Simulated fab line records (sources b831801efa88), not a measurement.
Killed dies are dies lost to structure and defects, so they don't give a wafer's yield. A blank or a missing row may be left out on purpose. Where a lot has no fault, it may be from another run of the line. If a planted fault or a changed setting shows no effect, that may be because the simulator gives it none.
Which tool did it? :: flow gf180mcu :: 33 wafers from 11 lots sampled at 4 of the route's 602 steps

== WHAT THE GAUGES READ, wafer by wafer ==
GF_MVSD_TW_MEAS_11.
lot: L430
measured: day 4 17:39
on: filmMetro-02
MVSD_TW: 1612 1617 1609

lot: L432
measured: day 5 03:01
on: filmMetro-01
MVSD_TW: 1565 1566 1570

lot: L433
measured: day 5 09:59
on: filmMetro-04
MVSD_TW: 1596 1595 1595

lot: L435
measured: day 5 22:20
on: filmMetro-01
MVSD_TW: 1573 1572 1574

lot: L437
measured: day 6 09:28
on: filmMetro-04
MVSD_TW: 1580 1587 1584

lot: L439
measured: day 6 22:38
on: filmMetro-04
MVSD_TW: 1588 1588 1588

lot: L442
measured: day 7 13:49
on: filmMetro-02
MVSD_TW: 1603 1605 1598

lot: L448
measured: day 9 01:18
on: filmMetro-01
MVSD_TW: 1677 1673 1681 1675 1664 1667

lot: L449
measured: day 9 05:05
on: filmMetro-02
MVSD_TW: 1682 1684 1672 1682 1677 1680

lot: L451
measured: day 9 20:14
on: filmMetro-02
MVSD_TW: 1594 1597 1593

lot: L452
measured: day 10 00:46
on: filmMetro-04
MVSD_TW: 1594 1592 1591

GF_VT_IMPLANT_RS_MEAS_46: measurement is done with a four-point probe.
lot: L430
measured: day 7 20:07
on: filmMetro-02
MVSD_RS (ohm/sq): 451.7 451.6 450.9

lot: L432
measured: day 8 09:01
on: filmMetro-02
MVSD_RS (ohm/sq): 453.1 452.4 452.7

lot: L433
measured: day 8 16:07
on: filmMetro-01
MVSD_RS (ohm/sq): 454.2 453.9 453.8

lot: L435
measured: day 9 05:50
on: filmMetro-04
MVSD_RS (ohm/sq): 452.2 452.8 453.7

lot: L437
measured: day 9 19:00
on: filmMetro-01
MVSD_RS (ohm/sq): 452.5 451.5 452.6

lot: L439
measured: day 10 09:57
on: filmMetro-01
MVSD_RS (ohm/sq): 451.4 451.4 450.6

lot: L442
measured: day 11 03:58
on: filmMetro-01
MVSD_RS (ohm/sq): 452.2 453.8 453.9

lot: L448
measured: day 12 20:10
on: filmMetro-04
MVSD_RS (ohm/sq): 409.3 408.4 408.9 409.3 409.4 409.2

lot: L449
measured: day 13 03:11
on: filmMetro-02
MVSD_RS (ohm/sq): 411.4 410.1 410.4 410.4 410.9 410.7

lot: L451
measured: day 13 19:52
on: filmMetro-01
MVSD_RS (ohm/sq): 451.2 452.0 451.7

lot: L452
measured: day 14 01:06
on: filmMetro-04
MVSD_RS (ohm/sq): 450.9 451.7 452.6

== TOOL THAT RAN EACH LOT (tool first, then ch and the chambers of the sampled wafers, then the start) ==
lot: L430
GF_MVSD_IMPLANT_08: implanter-01 ch 0, day 4 17:15
GF_VT_IMPLANT_STRIP_09: plasmaAsher-04 ch 0,1, day 5 22:22

lot: L432
GF_MVSD_IMPLANT_08: implanter-01 ch 0, day 5 02:37
GF_VT_IMPLANT_STRIP_09: plasmaAsher-01 ch 0,1, day 6 08:19

lot: L433
GF_MVSD_IMPLANT_08: implanter-02 ch 0, day 5 09:37
GF_VT_IMPLANT_STRIP_09: plasmaAsher-04 ch 0,1, day 6 16:21

lot: L435
GF_MVSD_IMPLANT_08: implanter-02 ch 0, day 5 21:56
GF_VT_IMPLANT_STRIP_09: plasmaAsher-02 ch 0,1, day 7 04:00

lot: L437
GF_MVSD_IMPLANT_08: implanter-01 ch 0, day 6 09:06
GF_VT_IMPLANT_STRIP_09: plasmaAsher-04 ch 0,1, day 7 17:02

lot: L439
GF_MVSD_IMPLANT_08: implanter-01 ch 0, day 6 22:16
GF_VT_IMPLANT_STRIP_09: plasmaAsher-04 ch 0,1, day 8 06:08

lot: L442
GF_MVSD_IMPLANT_08: implanter-01 ch 0, day 7 13:25
GF_VT_IMPLANT_STRIP_09: plasmaAsher-02 ch 0,1, day 8 22:46

lot: L448
GF_MVSD_IMPLANT_08: implanter-01 ch 0, day 9 00:54
GF_VT_IMPLANT_STRIP_09: plasmaAsher-04 ch 0,1, day 10 11:37

lot: L449
GF_MVSD_IMPLANT_08: implanter-01 ch 0, day 9 04:41
GF_VT_IMPLANT_STRIP_09: plasmaAsher-02 ch 0,1, day 10 17:27

lot: L451
GF_MVSD_IMPLANT_08: implanter-04 ch 0, day 9 17:28
GF_VT_IMPLANT_STRIP_09: plasmaAsher-02 ch 0,1, day 11 08:42

lot: L452
GF_MVSD_IMPLANT_08: implanter-02 ch 0, day 10 00:23
GF_VT_IMPLANT_STRIP_09: plasmaAsher-02 ch 0,1, day 11 13:37
- GF_MVSD_IMPLANT_08
- GF_VT_IMPLANT_STRIP_09: strips in O2/N2.

== AS READ BY THE TOOLS THEMSELVES (means over the sampled wafers that have a number; for cases with no such wafer, the mark the record gives instead) ==
GF_MVSD_IMPLANT_08.
lot: L430
tool: implanter-01
beamEnergyKeV: 399.90
beamOnS (s): 9.98
endStationPressureTorr (Torr): 4.88e-06
faradayCurrentUA: 91.9

lot: L432
tool: implanter-01
beamEnergyKeV: 399.99
beamOnS (s): 10.20
endStationPressureTorr (Torr): 5.24e-06
faradayCurrentUA: 90.1

lot: L433
tool: implanter-02
beamEnergyKeV: 400.16
beamOnS (s): 10.02
endStationPressureTorr (Torr): 4.90e-06
faradayCurrentUA: 91.6

lot: L435
tool: implanter-02
beamEnergyKeV: 400.01
beamOnS (s): 9.93
endStationPressureTorr (Torr): 5.08e-06
faradayCurrentUA: 92.3

lot: L437
tool: implanter-01
beamEnergyKeV: 400.15
beamOnS (s): 9.93
endStationPressureTorr (Torr): 5.04e-06
faradayCurrentUA: 92.4

lot: L439
tool: implanter-01
beamEnergyKeV: 400.04
beamOnS (s): 10.06
endStationPressureTorr (Torr): 5.07e-06
faradayCurrentUA: 91.3

lot: L442
tool: implanter-01
beamEnergyKeV: 400.00
beamOnS (s): 10.00
endStationPressureTorr (Torr): 4.86e-06
faradayCurrentUA: 92.0

lot: L448
tool: implanter-01
beamEnergyKeV: 400.10
beamOnS (s): 11.99
endStationPressureTorr (Torr): 9.99e-05
faradayCurrentUA: 77.4

lot: L449
tool: implanter-01
beamEnergyKeV: 399.96
beamOnS (s): 12.23
endStationPressureTorr (Torr): 1.00e-04
faradayCurrentUA: 75.8

lot: L451
tool: implanter-04
beamEnergyKeV: 399.81
beamOnS (s): 10.03
endStationPressureTorr (Torr): 4.89e-06
faradayCurrentUA: 91.8

lot: L452
tool: implanter-02
beamEnergyKeV: 400.06
beamOnS (s): 10.14
endStationPressureTorr (Torr): 4.90e-06
faradayCurrentUA: 90.3

GF_VT_IMPLANT_STRIP_09.
lot: L430
tool: plasmaAsher-04
drypumpMotorCurrentA (A): 5.4
heaterPowerW (W): 322
oesProductAu (a.u.): 0.712
stripTimeToEndpointS (s): 12.64

lot: L432
tool: plasmaAsher-01
drypumpMotorCurrentA (A): 6.3
heaterPowerW (W): 310
oesProductAu (a.u.): 0.714
stripTimeToEndpointS (s): 12.62

lot: L433
tool: plasmaAsher-04
drypumpMotorCurrentA (A): 5.4
heaterPowerW (W): 317
oesProductAu (a.u.): 0.714
stripTimeToEndpointS (s): 12.67

lot: L435
tool: plasmaAsher-02
drypumpMotorCurrentA (A): 5.6
heaterPowerW (W): 307
oesProductAu (a.u.): 0.720
stripTimeToEndpointS (s): 12.63

lot: L437
tool: plasmaAsher-04
drypumpMotorCurrentA (A): 5.2
heaterPowerW (W): 321
oesProductAu (a.u.): 0.718
stripTimeToEndpointS (s): 12.67

lot: L439
tool: plasmaAsher-04
drypumpMotorCurrentA (A): 5.4
heaterPowerW (W): 311
oesProductAu (a.u.): 0.719
stripTimeToEndpointS (s): 12.69

lot: L442
tool: plasmaAsher-02
drypumpMotorCurrentA (A): 5.6
heaterPowerW (W): 305
oesProductAu (a.u.): 0.711
stripTimeToEndpointS (s): 12.65

lot: L448
tool: plasmaAsher-04
drypumpMotorCurrentA (A): 5.4
heaterPowerW (W): 317
oesProductAu (a.u.): 0.713
stripTimeToEndpointS (s): 12.71

lot: L449
tool: plasmaAsher-02
drypumpMotorCurrentA (A): 5.6
heaterPowerW (W): 306
oesProductAu (a.u.): 0.716
stripTimeToEndpointS (s): 12.66

lot: L451
tool: plasmaAsher-02
drypumpMotorCurrentA (A): 5.6
heaterPowerW (W): 305
oesProductAu (a.u.): 0.719
stripTimeToEndpointS (s): 12.66

lot: L452
tool: plasmaAsher-02
drypumpMotorCurrentA (A): 5.6
heaterPowerW (W): 306
oesProductAu (a.u.): 0.714
stripTimeToEndpointS (s): 12.68

== THE ANSWER, worked out from the rows above alone ==
Rule: the lots themselves supply what counts as usual. The widest of any qualifying gaps counts: lots, ordered by their means at a reading, are off when they make up no more than a third of the lots, leave a main group of 4 or more, and stand apart from it by 3 or more times the standard deviation of that group's means. A main group is skipped when, at the precision printed for the reading in the tables above, its means are all equal. A lot without any number at a reading at which 4 lots or more have one is off too. All remaining lots with rows at the step are treated as sound. The gauges are gone through in route order, then the tools' own readings, and for those a lot's mean is taken as printed above. The first step at which some lot is off is used, and at that step the reading that is off furthest; a lot without a number counts as furthest.
Off: L448, L449, at GF_MVSD_TW_MEAS_11 (MVSD_TW). Main group: mean 1590, sd 13.
A tool fits if, at a process step before that reading, it ran every lot that is off, and no sound lot after the first of them. Not tried: the gauges at GF_MVSD_TW_MEAS_11; whatever is off there is also off at GF_MVSD_IMPLANT_08, on other tools, and gauge error can't account for it. One fits: implanter-01 at GF_MVSD_IMPLANT_08. Its last sound lot is L442 (day 7 13:25), its first lot that is off L448 (day 9 00:54): a fault that began between those two fits.
The tool's own readings at GF_MVSD_IMPLANT_08 bear it out: on the lots that are off they differ by more than 5 times the standard deviation of the sound lots' means. beamOnS reads 12.11 s there against 10.03 s on the sound lots; endStationPressureTorr reads 1.00e-04 Torr there against 4.98e-06 Torr on the sound lots; faradayCurrentUA reads 76.6 there against 91.5 on the sound lots.

== WHAT HAD BEEN PUT IN BY THE SIMULATOR ==
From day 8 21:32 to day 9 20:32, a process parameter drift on implanter-01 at GF_MVSD_IMPLANT_08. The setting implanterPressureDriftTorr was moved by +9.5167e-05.
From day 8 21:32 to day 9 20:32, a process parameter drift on implanter-01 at GF_MVSD_IMPLANT_08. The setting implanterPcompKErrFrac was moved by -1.
Shown lots that were struck: L448, L449. The rule above reached the same finding.
